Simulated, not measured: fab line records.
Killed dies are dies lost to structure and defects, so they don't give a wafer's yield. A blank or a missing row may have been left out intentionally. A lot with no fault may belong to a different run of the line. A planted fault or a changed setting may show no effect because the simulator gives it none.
The tool behind it: which one?    flow gf180mcu    14 lots with 40 wafers sampled at 5 steps, on a route of 602 steps

WHAT EACH GAUGE READ, for each wafer
GF_STI_THK_MEAS_04. Usual: STI_CVD_03_THK typically reads 205.7 nm, with standard deviation 2.2.
lot   measured     on             STI_CVD_03_THK (nm)  flag
L569  day 1 14:34  film_metro-01  207.3 206.0 207.2    
L571  day 2 00:05  film_metro-02  203.1 202.3 203.7    
L572  day 2 05:11  film_metro-02  199.8 198.7 199.5    
L573  day 2 09:35  film_metro-02  207.7 206.8 205.4    
L574  day 2 14:57  film_metro-02  207.0 204.6 205.9    
L575  day 2 19:58  film_metro-02  206.4 206.8 206.2    
L577  day 3 05:36  film_metro-02  206.6 205.6          
L583  day 4 11:47  film_metro-02  203.5 204.8          
L586  day 5 03:34  film_metro-02  204.4 206.1 205.6    
L587  day 5 08:33  film_metro-01  202.7 201.7 203.0    
L589  day 5 17:35  film_metro-01  207.6 205.4 206.7    
L590  day 5 23:44  film_metro-02  207.0 208.1 205.7    
L591  day 6 03:35  film_metro-01  205.8 205.9 205.5    
L592  day 6 08:34  film_metro-04  207.2 208.2 206.8    

GF_POLY_GATE_OVL_MEAS_11. Usual: POLY_GATE_OVL typically reads -1 nm, with standard deviation 5.4.
lot   measured      on          POLY_GATE_OVL (nm)  flag
L569  day 9 04:02   overlay-02  -10 -10 -7          
L571  day 9 19:49   overlay-01  1 -2 -4             
L572  day 9 22:23   overlay-01  6 -2 -5             
L573  day 10 09:56  overlay-02  3 10 2              
L574  day 10 16:23  overlay-02  1 -1 4              
L575  day 10 22:38  overlay-01  -2 3 2              
L577  day 11 14:06  overlay-01  0 2                 
L583  day 13 04:40  overlay-01  -12 -6              
L586  day 14 10:08  overlay-02  7 3 1               
L587  day 14 13:19  overlay-02  3 5 8               
L589  day 15 03:02  overlay-02  -8 -3 -2            
L590  day 15 11:07  overlay-02  -8 -2 -5            
L591  day 15 20:24  overlay-01  6 2 3               
L592  day 15 23:02  overlay-02  -6 -4 -2            

GF_HV_LDD_CD_MEAS_07: target cd 400 nm. Usual: cd_nm 400.8 nm, standard deviation 2.1.
lot   measured      on         cd_nm (nm)         flag
L569  day 9 23:39   cd_sem-01  401.5 401.0 401.0  
L571  day 10 15:55  cd_sem-02  401.4 403.3 402.9  
L572  day 10 18:37  cd_sem-01  400.2 399.1 399.2  
L573  day 11 06:32  cd_sem-02  397.1 397.9 399.2  
L574  day 11 12:16  cd_sem-01  399.1 399.8 400.5  
L575  day 11 20:28  cd_sem-01  399.8 398.8 398.9  
L577  day 12 14:23  cd_sem-02  399.9 400.7        
L583  day 14 02:43  cd_sem-01  402.0 400.4        
L586  day 15 10:05  cd_sem-01  400.0 401.7 400.7  
L587  day 15 13:37  cd_sem-02  401.1 402.8 400.8  
L589  day 16 02:53  cd_sem-01  401.4 398.1 397.6  
L590  day 16 10:49  cd_sem-01  400.7 400.0 401.0  
L591  day 16 20:58  cd_sem-02  399.4 397.0 399.9  
L592  day 16 23:26  cd_sem-01  405.5 405.8 404.0  

WHICH TOOL RAN EACH LOT (tool, then ch and the chambers of the sampled wafers, then the start)
lot   GF_NWELL_COAT_02                  GF_NWELL_STRIP_10
L569  litho_track-02 ch 0, day 3 00:28  plasma_asher-04 ch 0,1, day 3 07:26
L571  litho_track-02 ch 0, day 3 10:34  plasma_asher-04 ch 0,1, day 3 17:15
L572  litho_track-02 ch 0, day 3 15:43  plasma_asher-01 ch 0,1, day 3 22:12
L573  litho_track-04 ch 0, day 4 00:14  plasma_asher-03 ch 0,1, day 4 06:54
L574  litho_track-03 ch 0, day 4 02:37  plasma_asher-03 ch 0,1, day 4 09:45
L575  litho_track-03 ch 0, day 4 09:05  plasma_asher-01 ch 0,1, day 4 16:23
L577  litho_track-03 ch 0, day 4 18:22  plasma_asher-04 ch 0,1, day 5 01:28
L583  litho_track-03 ch 0, day 6 04:01  plasma_asher-03 ch 0,1, day 6 12:09
L586  litho_track-04 ch 0, day 6 21:02  plasma_asher-03 ch 0,1, day 7 05:18
L587  litho_track-02 ch 0, day 7 02:58  plasma_asher-04 ch 0,1, day 7 11:45
L589  litho_track-02 ch 0, day 7 12:35  plasma_asher-01 ch 0,1, day 7 20:57
L590  litho_track-02 ch 0, day 7 19:49  plasma_asher-04 ch 0,1, day 8 04:02
L591  litho_track-02 ch 0, day 7 23:17  plasma_asher-01 ch 0,1, day 8 08:14
L592  litho_track-02 ch 0, day 8 04:02  plasma_asher-03 ch 0,1, day 8 12:23
- GF_NWELL_COAT_02: resist thk 3000 nm.
- GF_NWELL_STRIP_10: strips in O2/N2.

WHAT THE TOOLS THEMSELVES READ (means of the sampled wafers that have a number; where no wafer has one, the mark that the record gives instead)
GF_NWELL_STRIP_10. Usual: drypump_motor_current_A 5.5 A, standard deviation 0.33; heater_power_w 327 W, standard deviation 8.9; n2_flow_sccm 300.2 sccm, standard deviation 0.84; oes_product_au 0.723 a.u., standard deviation 0.0043; strip_time_to_endpoint_s 36.97 s, standard deviation 0.1.
lot   tool             drypump_motor_current_A (A)  heater_power_w (W)  n2_flow_sccm (sccm)  oes_product_au (a.u.)  strip_time_to_endpoint_s (s)  flag
L569  plasma_asher-04  5.5                          329                 300.1                0.723                  36.98                         
L571  plasma_asher-04  5.5                          330                 301.0                0.724                  36.92                         
L572  plasma_asher-01  5.4                          323                 300.3                0.717                  36.95                         
L573  plasma_asher-03  5.7                          332                 300.1                0.725                  37.03                         
L574  plasma_asher-03  5.9                          332                 300.7                0.721                  36.95                         
L575  plasma_asher-01  5.4                          313                 299.8                0.721                  37.15                         
L577  plasma_asher-04  5.4                          330                 299.4                0.728                  36.36                         OFF
L583  plasma_asher-03  5.8                          334                 299.8                0.729                  36.25                         OFF
L586  plasma_asher-03  5.9                          336                 300.8                0.723                  36.92                         
L587  plasma_asher-04  5.5                          331                 300.7                0.718                  36.81                         
L589  plasma_asher-01  5.4                          317                 299.5                0.730                  36.89                         
L590  plasma_asher-04  5.3                          332                 300.5                0.724                  37.03                         
L591  plasma_asher-01  5.4                          316                 299.7                0.722                  36.81                         
L592  plasma_asher-03  5.7                          333                 299.9                0.725                  36.92                         

THE ANSWER, worked out from the rows above alone
Rule: a lot counts as off when the mean over its wafers that have a number is more than 3 standard deviations away from the usual mean. A lot without any number at a reading at which 4 lots or more have one is off too. All remaining lots with rows at the step are treated as sound. The gauges are gone through in route order, then the tools' own readings, and for those a lot's mean is taken as printed above. At the first step where some lot is off, the reading lying furthest off is the one used; lots without a number count as furthest.
Off at GF_NWELL_STRIP_10 (strip_time_to_endpoint_s): L577, L583.
If a tool, at that step or one of the process steps before it, ran each lot that is off and ran no sound lot following the first of them, it fits. One fits: litho_track-03 at GF_NWELL_COAT_02. Its last sound lot is L575 (day 4 09:05), its first lot that is off L577 (day 4 18:22): a fault that began between those two fits.

WHAT THE SIMULATOR HAD PUT IN
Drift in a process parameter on litho_track-03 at GF_NWELL_COAT_02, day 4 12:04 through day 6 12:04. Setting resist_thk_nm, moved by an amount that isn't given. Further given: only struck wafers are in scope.
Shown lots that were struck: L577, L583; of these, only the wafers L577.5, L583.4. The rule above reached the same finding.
